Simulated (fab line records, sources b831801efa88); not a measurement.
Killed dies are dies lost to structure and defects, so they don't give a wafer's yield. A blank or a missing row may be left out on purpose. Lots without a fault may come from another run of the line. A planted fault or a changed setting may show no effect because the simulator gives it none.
Which tool did it? | flow sky130 | 24 lots, 72 wafers sampled, at 6 steps of a route of 708

WHAT THE GAUGES READ, wafer by wafer
SKY_GATE_OXIDE_TW_MEAS_14.
lot  | measured     | on            | GATE_OXIDE_TW
L074 | day 14 06:23 | film_metro-03 | 220.9 220.2 221.3
L075 | day 14 06:41 | film_metro-04 | 224.5 224.6 225.0
L076 | day 14 18:11 | film_metro-04 | 225.6 225.6 224.4
L077 | day 15 12:24 | film_metro-04 | 224.3 224.2 223.2
L079 | day 16 01:43 | film_metro-01 | 226.4 224.8 224.9
L078 | day 16 02:04 | film_metro-04 | 223.1 223.4 224.2
L081 | day 16 12:38 | film_metro-03 | 220.7 220.5 221.4
L080 | day 16 12:56 | film_metro-03 | 221.4 220.2 221.3
L082 | day 16 17:47 | film_metro-03 | 221.6 221.1 221.8
L083 | day 17 12:46 | film_metro-03 | 220.5 220.7 220.4
L084 | day 17 13:06 | film_metro-04 | 224.2 224.4 224.5
L085 | day 17 21:13 | film_metro-04 | 224.2 223.7 225.7
L086 | day 18 01:38 | film_metro-04 | 222.7 223.8 223.3
L087 | day 18 06:14 | film_metro-03 | 221.7 220.8 222.1
L088 | day 18 15:59 | film_metro-04 | 222.9 223.2 223.6
L089 | day 18 22:05 | film_metro-04 | 222.4 223.8 223.1
L090 | day 19 07:06 | film_metro-03 | 220.1 220.1 219.4
L091 | day 19 13:11 | film_metro-04 | 223.4 223.0 223.5
L092 | day 20 00:11 | film_metro-03 | 221.5 220.9 220.8
L093 | day 20 05:58 | film_metro-04 | 224.1 223.1 222.0
L094 | day 20 14:22 | film_metro-01 | 225.8 224.9 225.5
L095 | day 21 03:07 | film_metro-03 | 220.4 218.7 219.5
L096 | day 21 05:43 | film_metro-01 | 224.6 224.1 224.9
L097 | day 21 10:40 | film_metro-03 | 219.9 219.2 219.1

SKY_SD_P_CD_MEAS_07: target cd 380 nm.
lot  | measured     | on        | cd_nm (nm)
L074 | day 26 04:20 | cd_sem-01 | 380.0 377.6 378.5
L075 | day 26 06:46 | cd_sem-02 | 382.5 382.6 382.4
L076 | day 26 17:16 | cd_sem-02 | 376.9 379.1 380.2
L077 | day 27 07:01 | cd_sem-02 | 378.2 379.3 379.2
L079 | day 27 21:02 | cd_sem-01 | 375.5 376.3 376.3
L078 | day 27 22:38 | cd_sem-02 | 378.7 381.4 380.5
L081 | day 28 08:20 | cd_sem-02 | 381.5 383.1 380.6
L080 | day 28 06:15 | cd_sem-02 | 377.2 380.4 376.9
L082 | day 28 12:56 | cd_sem-02 | 379.2 381.0 379.1
L083 | day 29 06:11 | cd_sem-02 | 377.5 377.6 375.0
L084 | day 29 04:57 | cd_sem-02 | 381.1 381.9 379.7
L085 | day 29 16:26 | cd_sem-02 | 376.9 374.8 376.3
L086 | day 29 18:34 | cd_sem-01 | 378.7 378.5 380.0
L087 | day 29 18:53 | cd_sem-02 | 378.9 379.5 381.5
L088 | day 30 06:43 | cd_sem-01 | 381.0 379.5 378.8
L089 | day 30 10:40 | cd_sem-02 | 382.2 383.4 379.1
L090 | day 30 20:52 | cd_sem-02 | 381.2 380.2 381.5
L091 | day 31 00:11 | cd_sem-01 | 376.7 375.2 375.4
L092 | day 31 11:23 | cd_sem-02 | 383.7 383.2 383.7
L093 | day 31 16:53 | cd_sem-01 | 381.3 377.1 375.1
L094 | day 31 23:30 | cd_sem-01 | 381.7 379.8 378.2
L095 | day 32 15:17 | cd_sem-01 | 378.0 378.4 379.4
L096 | day 32 15:20 | cd_sem-02 | 377.5 376.7 378.7
L097 | day 32 22:43 | cd_sem-02 | 379.9 379.6 379.8

SKY_VIA2_THK_MEAS_01.
lot  | measured     | on            | VIA2_HDPCVD_THK (nm)
L074 | day 35 19:54 | film_metro-02 | 1164 1200 1177
L075 | day 35 22:28 | film_metro-02 | 1212 1182 1205
L076 | day 36 10:20 | film_metro-01 | 1196 1202 1189
L077 | day 36 20:57 | film_metro-01 | 1183 1196 1192
L079 | day 37 07:49 | film_metro-01 | 1200 1217 1187
L078 | day 37 07:59 | film_metro-03 | 1189 1175 1186
L081 | day 37 17:03 | film_metro-02 | 1179 1190 1175
L080 | day 37 15:07 | film_metro-02 | 1208 1201 1186
L082 | day 37 20:50 | film_metro-01 | 1188 1176 1172
L083 | day 38 13:04 | film_metro-03 | 1185 1175 1200
L084 | day 38 09:40 | film_metro-01 | 1181 1176 1199
L085 | day 38 21:08 | film_metro-02 | 1198 1191 1176
L086 | day 38 23:14 | film_metro-01 | 1201 1171 1211
L087 | day 38 23:34 | film_metro-03 | 1199 1195 1188
L088 | day 39 08:50 | film_metro-01 | 1164 1202 1177
L089 | day 39 14:41 | film_metro-02 | 1211 1168 1205
L090 | day 39 21:08 | film_metro-02 | 1168 1212 1189
L091 | day 40 00:53 | film_metro-03 | 1181 1202 1168
L092 | day 40 12:27 | film_metro-02 | 1167 1162 1163
L093 | day 40 18:44 | film_metro-01 | 1178 1183 1186
L094 | day 40 22:28 | film_metro-03 | 1172 1188 1172
L095 | day 41 12:38 | film_metro-01 | 1185 1180 1189
L096 | day 41 13:48 | film_metro-03 | 1176 1166 1181
L097 | day 41 20:39 | film_metro-03 | 1191 1198 1188

WHICH TOOL RAN EACH LOT (tool, then ch and the chambers of the sampled wafers, then the start)
lot  | SKY_POLY_CUT_ETCH_11               | SKY_CONTACT_ETCH_16                | SKY_METAL2_SPUTTER_03
L074 | rie_diel-04 ch 0,1,2, day 24 22:47 | rie_diel-01 ch 0,1,2, day 32 05:52 | pvd_sputter-04, day 34 16:10
L075 | rie_diel-02 ch 0,2, day 25 00:38   | rie_diel-03 ch 0,2,3, day 32 08:52 | pvd_sputter-04, day 34 18:56
L076 | rie_diel-02 ch 0,1,2, day 25 11:40 | rie_diel-03 ch 0,1, day 32 20:40   | pvd_sputter-01, day 35 06:35
L077 | rie_diel-04 ch 0,2, day 26 01:50   | rie_diel-01 ch 0,1,2, day 33 08:52 | pvd_sputter-01, day 35 17:59
L079 | rie_diel-02 ch 0,2,3, day 26 15:44 | rie_diel-03 ch 1,2, day 33 19:34   | pvd_sputter-03, day 36 05:12
L078 | rie_diel-04 ch 0,1,3, day 26 17:26 | rie_diel-01 ch 0,2,3, day 33 21:07 | pvd_sputter-04, day 36 05:39
L081 | rie_diel-03 ch 1,2, day 27 03:04   | rie_diel-03 ch 0,1,2, day 34 06:20 | pvd_sputter-04, day 36 15:10
L080 | rie_diel-04 ch 1,2, day 27 01:17   | rie_diel-03 ch 0,1,3, day 34 04:58 | pvd_sputter-03, day 36 13:07
L082 | rie_diel-04 ch 0,3, day 27 07:29   | rie_diel-02 ch 1,2, day 34 10:07   | pvd_sputter-01, day 36 18:26
L083 | rie_diel-03 ch 0,1, day 28 02:16   | rie_diel-03 ch 0,1,3, day 35 02:56 | pvd_sputter-04, day 37 10:31
L084 | rie_diel-04 ch 2,3, day 28 00:35   | rie_diel-01 ch 1,2,3, day 35 00:40 | pvd_sputter-04, day 37 08:22
L085 | rie_diel-02 ch 0,1,3, day 28 12:50 | rie_diel-01 ch 0,1,2, day 35 11:22 | pvd_sputter-03, day 37 19:26
L086 | rie_diel-04 ch 1,2, day 28 14:22   | rie_diel-03 ch 0,1,3, day 35 14:25 | pvd_sputter-04, day 37 21:05
L087 | rie_diel-04 ch 1,2,3, day 28 16:37 | rie_diel-01 ch 0,1,3, day 35 14:32 | pvd_sputter-03, day 37 21:26
L088 | rie_diel-04 ch 0,1,2, day 29 03:37 | rie_diel-03 ch 1,2,3, day 35 23:44 | pvd_sputter-04, day 38 06:33
L089 | rie_diel-03 ch 0,1,2, day 29 06:55 | rie_diel-03 ch 0,1,2, day 36 05:22 | pvd_sputter-03, day 38 12:58
L090 | rie_diel-03 ch 0,2,3, day 29 17:44 | rie_diel-03 ch 0,1,2, day 36 13:43 | pvd_sputter-03, day 38 19:28
L091 | rie_diel-02 ch 0,1,2, day 29 19:40 | rie_diel-03 ch 0,2, day 36 16:19   | pvd_sputter-01, day 38 23:19
L092 | rie_diel-03 ch 0,1,3, day 30 07:58 | rie_diel-03 ch 0,1,2, day 37 04:35 | pvd_sputter-04, day 39 11:10
L093 | rie_diel-03 ch 0,1,2, day 30 13:23 | rie_diel-02 ch 1,2, day 37 10:43   | pvd_sputter-01, day 39 17:11
L094 | rie_diel-03 ch 0,1,2, day 30 20:22 | rie_diel-03 ch 0,1, day 37 15:20   | pvd_sputter-01, day 39 20:47
L095 | rie_diel-03 ch 2,3, day 31 11:52   | rie_diel-01 ch 1,2, day 38 04:49   | pvd_sputter-04, day 40 12:04
L096 | rie_diel-02 ch 0,2,3, day 31 11:53 | rie_diel-02 ch 0,2,3, day 38 05:43 | pvd_sputter-01, day 40 12:20
L097 | rie_diel-03 ch 0,1,2, day 31 19:35 | rie_diel-01 ch 1,2,3, day 38 13:13 | pvd_sputter-01, day 40 19:03
- SKY_POLY_CUT_ETCH_11: etches Si3N4 in CF4/CH2F2/Ar, stops on poly-Si, time 42.5 s, target depth 60 nm.
- SKY_CONTACT_ETCH_16: etches BARC in N2/H2, stops on SiO2, time 45.9 s, target depth 60 nm.
- SKY_METAL2_SPUTTER_03: material Ti, target thk 5 nm, time 3.3 s.

WHAT THE TOOLS THEMSELVES READ (means of the sampled wafers that have a number; where no wafer has one, the mark that the record gives instead)
SKY_POLY_CUT_ETCH_11.
lot  | tool        | drypump_motor_current_A (A) | oes_product_au (a.u.) | throttle_valve_pct (%)
L074 | rie_diel-04 | 5.5                         | 0.835                 | 14.997
L075 | rie_diel-02 | 6.1                         | 0.842                 | 14.996
L076 | rie_diel-02 | 5.8                         | 0.833                 | 14.994
L077 | rie_diel-04 | 5.5                         | 0.825                 | 15.000
L079 | rie_diel-02 | 6.0                         | 0.827                 | 14.987
L078 | rie_diel-04 | 5.5                         | 0.825                 | 14.986
L081 | rie_diel-03 | 6.0                         | 0.831                 | 14.988
L080 | rie_diel-04 | 5.6                         | 0.834                 | 14.998
L082 | rie_diel-04 | 5.5                         | 0.841                 | 14.981
L083 | rie_diel-03 | 6.5                         | 0.837                 | 15.001
L084 | rie_diel-04 | 5.4                         | 0.829                 | 14.988
L085 | rie_diel-02 | 5.9                         | 0.829                 | 14.993
L086 | rie_diel-04 | 5.6                         | 0.836                 | 14.990
L087 | rie_diel-04 | 5.5                         | 0.829                 | 14.989
L088 | rie_diel-04 | 5.5                         | 0.828                 | 14.989
L089 | rie_diel-03 | 6.1                         | 0.819                 | 14.988
L090 | rie_diel-03 | 6.1                         | 0.827                 | 14.996
L091 | rie_diel-02 | 5.8                         | 0.820                 | 14.994
L092 | rie_diel-03 | 6.3                         | 0.833                 | 15.001
L093 | rie_diel-03 | 6.1                         | 0.835                 | 14.988
L094 | rie_diel-03 | 6.2                         | 0.836                 | 14.989
L095 | rie_diel-03 | 5.7                         | 0.826                 | 14.984
L096 | rie_diel-02 | 6.0                         | 0.824                 | 14.999
L097 | rie_diel-03 | 6.1                         | 0.839                 | 14.986

SKY_CONTACT_ETCH_16.
lot  | tool        | drypump_motor_current_A (A) | oes_product_au (a.u.) | throttle_valve_pct (%)
L074 | rie_diel-01 | 5.9                         | 0.852                 | 13.226
L075 | rie_diel-03 | 6.1                         | 0.852                 | 13.222
L076 | rie_diel-03 | 6.5                         | 0.855                 | 13.226
L077 | rie_diel-01 | 5.9                         | 0.855                 | 13.220
L079 | rie_diel-03 | 6.0                         | 0.856                 | 13.223
L078 | rie_diel-01 | 5.8                         | 0.858                 | 13.218
L081 | rie_diel-03 | 6.1                         | 0.854                 | 13.233
L080 | rie_diel-03 | 6.3                         | 0.852                 | 13.218
L082 | rie_diel-02 | 5.7                         | 0.858                 | 13.232
L083 | rie_diel-03 | 6.3                         | 0.857                 | 13.221
L084 | rie_diel-01 | 5.8                         | 0.851                 | 13.225
L085 | rie_diel-01 | 5.9                         | 0.858                 | 13.229
L086 | rie_diel-03 | 6.3                         | 0.856                 | 13.225
L087 | rie_diel-01 | 6.1                         | 0.852                 | 13.232
L088 | rie_diel-03 | 6.0                         | 0.854                 | 13.230
L089 | rie_diel-03 | 6.2                         | 0.851                 | 13.225
L090 | rie_diel-03 | 6.2                         | 0.859                 | 13.228
L091 | rie_diel-03 | 6.2                         | 0.851                 | 13.218
L092 | rie_diel-03 | 6.1                         | 0.858                 | 13.220
L093 | rie_diel-02 | 5.6                         | 0.860                 | 13.217
L094 | rie_diel-03 | 6.5                         | 0.852                 | 13.224
L095 | rie_diel-01 | 5.6                         | 0.852                 | 13.225
L096 | rie_diel-02 | 6.0                         | 0.851                 | 13.228
L097 | rie_diel-01 | 5.8                         | 0.849                 | 13.225

SKY_METAL2_SPUTTER_03.
lot  | tool           | throttle_valve_pct (%)
L074 | pvd_sputter-04 | 29.5
L075 | pvd_sputter-04 | 29.1
L076 | pvd_sputter-01 | 29.8
L077 | pvd_sputter-01 | 29.7
L079 | pvd_sputter-03 | 29.3
L078 | pvd_sputter-04 | 29.8
L081 | pvd_sputter-04 | 30.1
L080 | pvd_sputter-03 | 29.2
L082 | pvd_sputter-01 | 30.0
L083 | pvd_sputter-04 | 29.1
L084 | pvd_sputter-04 | 29.5
L085 | pvd_sputter-03 | 30.5
L086 | pvd_sputter-04 | 29.4
L087 | pvd_sputter-03 | 29.2
L088 | pvd_sputter-04 | 29.5
L089 | pvd_sputter-03 | 29.6
L090 | pvd_sputter-03 | 29.0
L091 | pvd_sputter-01 | 29.9
L092 | pvd_sputter-04 | 29.1
L093 | pvd_sputter-01 | 29.4
L094 | pvd_sputter-01 | 29.7
L095 | pvd_sputter-04 | 28.4
L096 | pvd_sputter-01 | 29.8
L097 | pvd_sputter-01 | 29.7

THE ANSWER, worked out from the rows above alone
Rule: what is usual is taken from the lots themselves. Put in order of their means at a reading, lots are off if they are a third of the lots or fewer, leave a main group of 4 or more, and stand apart from it by a gap of 3 or more times the standard deviation of the main group's means; of several such gaps the widest counts. A main group whose means are all the same, to the digits that the tables above print for the reading, isn't used. A lot without any number at a reading at which 4 lots or more have one is off too. The other lots that the step has rows for count as sound. The gauges are gone through in route order, then the tools' own readings, and for those a lot's mean is taken as printed above. The first step at which some lot is off is used, and at that step the reading that is off furthest; a lot without a number counts as furthest.
No lot is off at any reading shown: from this, nothing can be told.

WHAT THE SIMULATOR HAD PUT IN
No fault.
